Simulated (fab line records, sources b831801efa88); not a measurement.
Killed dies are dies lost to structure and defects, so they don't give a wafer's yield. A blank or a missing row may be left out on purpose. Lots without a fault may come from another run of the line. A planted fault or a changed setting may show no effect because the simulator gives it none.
fab line records | flow sfq_line
record lots=5 wafers=15 last_day=92
route steps=325 shown I5@228
lots that met no fault: from a run of the same line without faults
start_h: hours from the record's first day to the start of the lot's first wafer shown | wait_h: hours since the lot's step before | " the same as in the row above | L1.1+2: a row that stands for several wafers | - no value, or no start given | * or withheld: withheld | < > ~ a bound
route shown NAME@n: a module of which the file shows steps, and the number in the route of the first | usual: mean/standard deviation of fault-free wafers | same: alike in all rows | chamber/n: place in a boat | sites: the reading at each site | _std_site: their standard deviation | _edge_site: outer sites' mean less inner sites' | radius_mm: how far each site lies from the wafer's centre | mask NAME#n: copy n | behind: the tool/chamber that last shaped the wafer | hold: why the lot was held/for how many hours/how that ended | device: the transistor (n, p or np) that didn't switch | end of line: the same wafers' tests at the end of the route | a step without rows: its recipe alone | killed: dies lost to structure and defects at the first sort, not the wafer's yield | map: a wafer's dies, x killed, . not, _ none there
set.NAME: the setting as run; set.NAME@STEP: as run at that earlier step | model.NAME: the simulator's own value behind a step, which no gauge read
lots at some steps of the route; a table a step, a row a wafer
services: from which hour (start_h, from the record's first day; less than 0 if before it) a tool's chamber was out of use, for how many hours, and why
## steps
# step SFQ_TRILAYER_A5C_DEP_PECVD_142
# recipe material=SiO2 temp_c=150 time_s=15.556 pressure_torr=2.4 rf_w=183.3 precursor=SiH4/N2O target_thk_nm=70
# usual heater_power_w=82/14 showerhead_vpp_V=833/24 throttle_valve_pct=26.1/1.2
# columns lot.wafer tool chamber start_h wait_h heater_power_w showerhead_vpp_V throttle_valve_pct
L074.2 pecvd-01 0 1472.85 0.0 75 835 26.1
L074.4 " 0 " " 77 838 26.2
L074.6 " 1 " " 76 826 27.4
L086.1 pecvd-01 1 1536.25 0.0 79 850 27.8
L086.2 " 0 " " 87 826 26.2
L086.5 " 2 " " 106 815 26.6
L087.1 pecvd-01 1 1539.85 0.0 79 820 27.8
L087.4 " 0 " " 78 843 26.4
L087.6 " 2 " " 110 803 26.6
L090.2 pecvd-01 1 1558.27 0.0 79 816 27.8
L090.3 " 0 " " 87 848 26.5
L090.5 " 2 " " 97 825 26.6
L093.2 pecvd-01 1 1565.47 0.0 75 847 28.1
L093.3 " 2 " " 96 820 26.8
L093.4 " 2 " " 97 810 26.7
# step SFQ_TRILAYER_I5_LITHO_COAT_149
# recipe resist=BARC spin_rpm=3000 resist_thk_nm=62
# columns lot.wafer tool chamber start_h wait_h
L074.2+4+6 litho_track-01 0 1472.93 0.1
L086.1+2+5 litho_track-01 0 1536.28 0.0
L087.1+4+6 litho_track-02 0 1539.88 0.0
L090.2+3+5 litho_track-02 0 1558.35 0.1
L093.2+3+4 litho_track-01 0 1565.55 0.1
# step SFQ_TRILAYER_I5_LITHO_COAT_144
# recipe resist=KrF spin_rpm=3000 resist_thk_nm=650
# columns lot.wafer tool chamber start_h wait_h
L074.2+4+6 litho_track-01 0 1473.23 0.2
L086.1+2+5 litho_track-01 0 1536.58 0.2
L087.1+4+6 litho_track-02 0 1540.18 0.2
L090.2+3+5 litho_track-02 0 1558.65 0.2
L093.2+3+4 litho_track-01 0 1565.85 0.2
# step SFQ_TRILAYER_I5_LITHO_SOFTBAKE_148
# recipe temp_c=withheld time_s=withheld resist=KrF
# columns lot.wafer tool chamber start_h wait_h
L074.2+4+6 litho_track-01 0 1473.50 0.2
L086.1+2+5 litho_track-01 0 1536.88 0.2
L087.1+4+6 litho_track-02 0 1540.48 0.2
L090.2+3+5 litho_track-02 0 1558.93 0.2
L093.2+3+4 litho_track-01 0 1566.13 0.2
# step SFQ_TRILAYER_I5_LITHO_EXPOSE_145
# recipe mask_id=I5 na=0.6 source_shape=conventional sigma_outer=0.65 target_cd_nm=700 dose_mj=21.3
# same na=0.6
# columns lot.wafer tool chamber start_h wait_h mask
L074.2+4+6 krf_scanner-02 0 1594.45 - I5#0
L086.1+2+5 krf_scanner-01 0 1644.44 - I5#0
L087.1+4+6 krf_scanner-01 0 1648.04 - I5#0
L090.2+3+5 krf_scanner-01 0 1665.04 - I5#0
L093.2+3+4 krf_scanner-01 0 1673.44 - I5#0
# step SFQ_TRILAYER_I5_LITHO_PEB_147
# recipe peb_temp_c=115 peb_time_s=60 resist=KrF
# columns lot.wafer tool chamber start_h wait_h
L074.2+4+6 litho_track-02 0 1595.47 0.8
L086.1+2+5 litho_track-01 0 1645.64 1.0
L087.1+4+6 litho_track-02 0 1649.24 1.0
L090.2+3+5 litho_track-03 0 1666.06 0.8
L093.2+3+4 litho_track-02 0 1674.46 0.8
# step SFQ_TRILAYER_I5_LITHO_DEVELOP_146
# recipe time_s=60 resist=KrF
# columns lot.wafer tool chamber start_h wait_h
L074.2+4+6 litho_track-02 0 1595.62 0.1
L086.1+2+5 litho_track-01 0 1645.79 0.1
L087.1+4+6 litho_track-02 0 1649.39 0.1
L090.2+3+5 litho_track-03 0 1666.21 0.1
L093.2+3+4 litho_track-02 0 1674.61 0.1
# step SFQ_I5_OVL_MEAS_936
# usual I5_OVL=-3/5.9
# columns lot.wafer tool chamber start_h wait_h I5_OVL[nm]
L074.2 overlay-02 - 1595.75 0.1 -5
L074.4 " - " " -6
L074.6 " - " " -7
L086.1 overlay-01 - 1645.94 0.1 -8
L086.2 " - " " -11
L086.5 " - " " -4
L087.1 overlay-01 - 1649.54 0.1 2
L087.4 " - " " -4
L087.6 " - " " -3
L090.2 overlay-01 - 1666.34 0.1 -7
L090.3 " - " " -2
L090.5 " - " " -4
L093.2 overlay-01 - 1674.74 0.1 -8
L093.3 " - " " -5
L093.4 " - " " -3
# step SFQ_TRILAYER_I5_BARC_OPEN_VIA_ETCH_200
# recipe mask_material=PR chemistry=O2 target_depth_nm=125 target=BARC source_w=500 bias_w=80 pressure_mtorr=30 time_s=41.7
# usual drypump_motor_current_A=6.0/0.54 oes_product_au=0.686/0.0048
# columns lot.wafer tool chamber start_h wait_h drypump_motor_current_A oes_product_au rf_hours_counter_h
L074.2 rie_diel-01 0 1595.78 0.0 6.1 0.679 10
L074.4 " 1 " " 6.7 0.686 4
L074.6 " 0 " " 6.0 0.684 -
L086.1 rie_diel-04 3 1645.97 0.0 5.7 0.679 13
L086.2 " 0 " " 5.2 0.682 7
L086.5 " 1 " " 6.4 0.682 -
L087.1 rie_diel-04 2 1649.57 0.0 6.2 0.682 6
L087.4 " 0 " " 5.2 0.684 7
L087.6 " 0 " " 5.2 0.686 -
L090.2 rie_diel-04 1 1666.37 0.0 6.4 0.680 20
L090.3 " 3 " " 5.8 0.685 13
L090.5 " 3 " " 5.8 0.682 -
L093.2 rie_diel-01 3 1674.77 0.0 6.5 0.688 1
L093.3 " 2 " " 5.0 0.691 12
L093.4 " 1 " " 6.7 0.690 7
# step SFQ_TRILAYER_I5_ETCH_VIA_ETCH_147
# recipe stop_on=Nb mask_material=PR chemistry=CHF3 target_depth_nm=360 source_w=500 bias_w=80 pressure_mtorr=30 time_s=withheld
# usual drypump_motor_current_A=6.0/0.54 oes_product_au=0.989/0.0063
# columns lot.wafer tool chamber start_h wait_h drypump_motor_current_A oes_product_au
L074.2 rie_diel-01 0 1595.82 0.0 6.0 0.989
L074.4 " 1 " " 6.7 0.988
L074.6 " 0 " " 6.0 0.995
L086.1 rie_diel-04 3 1646.01 0.0 5.7 0.984
L086.2 " 0 " " 5.1 0.978
L086.5 " 1 " " 6.4 0.985
L087.1 rie_diel-04 2 1649.61 0.0 6.2 0.987
L087.4 " 0 " " 5.2 0.991
L087.6 " 0 " " 5.2 0.979
L090.2 rie_diel-04 1 1666.41 0.0 6.4 0.998
L090.3 " 3 " " 5.8 0.991
L090.5 " 3 " " 5.7 0.990
L093.2 rie_diel-01 3 1674.81 0.0 6.4 0.986
L093.3 " 2 " " 5.0 0.995
L093.4 " 1 " " 6.7 0.986
# step SFQ_TRILAYER_I5_STRIP_STRIP_148
# recipe gas=O2 power_w=200 platen_temp_c=40 overash_fraction=0.65 chemistry=O2 pressure_mtorr=50
# usual drypump_motor_current_A=5.4/0.36 oes_product_au=0.996/0.013
# columns lot.wafer tool chamber start_h wait_h drypump_motor_current_A oes_product_au rf_hours_counter_h
L074.2 rie_metal-04 0 1595.97 - 5.0 1.007 78
L074.4 " 1 " " 5.3 0.979 -
L074.6 " 0 " " 5.1 0.997 -
L086.1 rie_metal-01 1 1646.16 - 5.4 1.012 122
L086.2 " 0 " " 5.8 0.985 100
L086.5 " 1 " " 5.4 1.015 -
L087.1 rie_metal-01 1 1649.76 - 5.4 1.006 123
L087.4 " 1 " " 5.4 1.009 -
L087.6 " 1 " " 5.4 1.022 -
L090.2 rie_metal-04 0 1666.56 - 5.1 1.007 90
L090.3 " 0 " " 5.1 1.003 -
L090.5 " 1 " " 5.3 0.985 -
L093.2 rie_metal-02 0 1674.96 - 5.6 0.995 54
L093.3 " 1 " " 4.7 1.020 -
L093.4 " 0 " " 5.7 1.004 -
# step SFQ_TRILAYER_I5_STRIP_SOLV_CLEAN_149
# recipe chemistry=NMP temp_c=70 time_s=600
# usual temp_c=70.00/0.12
# columns lot.wafer tool chamber start_h wait_h temp_c
L074.2 wet_bench-01 7 1596.57 0.4 69.61
L074.4 " 4 " " 69.98
L074.6 " 0 " " 69.76
L086.1 wet_bench-01 2 1646.76 0.4 70.12
L086.2 " 6 " " 69.87
L086.5 " 3 " " 69.91
L087.1 wet_bench-04 0 1650.36 0.4 69.84
L087.4 " 4 " " 69.96
L087.6 " 5 " " 70.00
L090.2 wet_bench-01 3 1667.16 0.4 69.80
L090.3 " 6 " " 69.99
L090.5 " 2 " " 69.90
L093.2 wet_bench-03 1 1675.56 0.4 69.96
L093.3 " 4 " " 70.03
L093.4 " 2 " " 70.00
## services
# columns tool chamber start_h hours kind
krf_scanner-02 - 1453.52 1.3 pm
krf_scanner-01 - 1467.64 0.3 repair
rie_diel-01 1 1471.99 6.7 repair
krf_scanner-02 - 1472.82 1.0 pm
krf_scanner-01 - 1481.21 4.0 pm
krf_scanner-01 - 1487.63 11.6 pm
krf_scanner-01 - 1525.58 1.0 pm
rie_diel-01 1 1529.06 18.8 repair
krf_scanner-02 - 1529.75 0.3 repair
krf_scanner-01 - 1533.78 1.3 pm
rie_diel-04 0 1543.25 8.9 repair
rie_diel-01 0 1545.49 31.5 repair
krf_scanner-02 - 1547.02 4.0 pm
rie_metal-04 - 1559.62 0.7 repair
krf_scanner-01 - 1574.96 0.8 pm
rie_metal-01 - 1576.38 2.4 repair
wet_bench-01 - 1578.79 0.5 repair
wet_bench-01 - 1585.70 1.9 pm
rie_diel-04 - 1591.77 1.0 repair
krf_scanner-02 - 1595.45 0.8 pm
krf_scanner-01 - 1595.85 1.8 repair
rie_diel-01 3 1606.08 6.4 repair
rie_diel-01 2 1621.42 12.0 repair
krf_scanner-01 - 1674.97 18.3 repair
## key
fault none
